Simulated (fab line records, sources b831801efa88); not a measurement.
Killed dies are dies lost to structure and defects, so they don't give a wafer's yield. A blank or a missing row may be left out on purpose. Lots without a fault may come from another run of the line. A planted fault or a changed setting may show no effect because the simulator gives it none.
Which tool did it? | flow gf180mcu | 14 lots, 42 wafers sampled, at 2 steps of a route of 602

WHAT THE GAUGES READ, wafer by wafer
GF_HV_LDD_OVL_MEAS_32.
lot  | measured     | on         | HV_LDD_02_OVL (nm)
L451 | day 11 19:53 | overlay-02 | 3.4 3.0 2.8
L452 | day 12 06:01 | overlay-01 | 3.8 2.7 1.6
L453 | day 12 11:27 | overlay-02 | -1.6 -1.7 -1.3
L454 | day 12 22:49 | overlay-02 | 3.2 4.4 2.5
L455 | day 13 07:21 | overlay-02 | 2.7 1.2 -1.1
L456 | day 13 15:05 | overlay-01 | 2.6 3.9 3.8
L457 | day 13 20:35 | overlay-02 | 1.3 3.2 2.3
L458 | day 14 05:40 | overlay-01 | 2.1 1.1 1.6
L467 | day 17 04:11 | overlay-01 | 2.8 5.9 4.8
L468 | day 17 15:17 | overlay-02 | 3.3 1.3 1.2
L470 | day 18 05:08 | overlay-02 | -1.5 -1.6 -0.3
L471 | day 18 11:05 | overlay-01 | -0.1 1.0 0.6
L472 | day 18 22:38 | overlay-01 | 2.3 4.0 4.3
L473 | day 19 00:17 | overlay-01 | 1.3 1.5 1.9

GF_NSD_CD_MEAS_07: target cd 400 nm.
lot  | measured     | on        | cd_nm (nm)
L451 | day 13 14:28 | cd_sem-02 | 404.4 403.6 401.0
L452 | day 14 00:49 | cd_sem-01 | 396.8 397.3 396.0
L453 | day 14 05:56 | cd_sem-01 | 399.7 401.0 398.6
L454 | day 14 18:19 | cd_sem-02 | 402.5 401.8 402.2
L455 | day 15 03:35 | cd_sem-01 | 401.5 400.6 401.9
L456 | day 15 11:40 | cd_sem-01 | 397.1 397.8 398.6
L457 | day 15 16:55 | cd_sem-02 | 400.5 402.3 403.5
L458 | day 16 03:47 | cd_sem-01 | 398.4 398.2 396.6
L467 | day 19 07:16 | cd_sem-02 | 401.2 400.4 399.5
L468 | day 19 18:18 | cd_sem-01 | 396.1 398.7 398.5
L470 | day 20 09:17 | cd_sem-01 | 398.5 398.8 399.9
L471 | day 20 16:52 | cd_sem-01 | 400.6 399.9 401.6
L472 | day 21 03:18 | cd_sem-02 | 400.9 399.9 397.7
L473 | day 21 04:34 | cd_sem-02 | 402.5 401.1 399.6

WHICH TOOL RAN EACH LOT (tool, then ch and the chambers of the sampled wafers, then the start)
The record holds no process step before these readings.

WHAT THE TOOLS THEMSELVES READ (means of the sampled wafers that have a number; where no wafer has one, the mark that the record gives instead)
The record holds no such reading with a usual standard deviation.

THE ANSWER, worked out from the rows above alone
Rule: what is usual is taken from the lots themselves. Put in order of their means at a reading, lots are off if they are a third of the lots or fewer, leave a main group of 4 or more, and stand apart from it by a gap of 3 or more times the standard deviation of the main group's means; of several such gaps the widest counts. A main group whose means are all the same, to the digits that the tables above print for the reading, isn't used. A lot without any number at a reading at which 4 lots or more have one is off too. The other lots that the step has rows for count as sound. The gauges are gone through in route order, then the tools' own readings, and for those a lot's mean is taken as printed above. The first step at which some lot is off is used, and at that step the reading that is off furthest; a lot without a number counts as furthest.
No lot is off at any reading shown: from this, nothing can be told.

WHAT THE SIMULATOR HAD PUT IN
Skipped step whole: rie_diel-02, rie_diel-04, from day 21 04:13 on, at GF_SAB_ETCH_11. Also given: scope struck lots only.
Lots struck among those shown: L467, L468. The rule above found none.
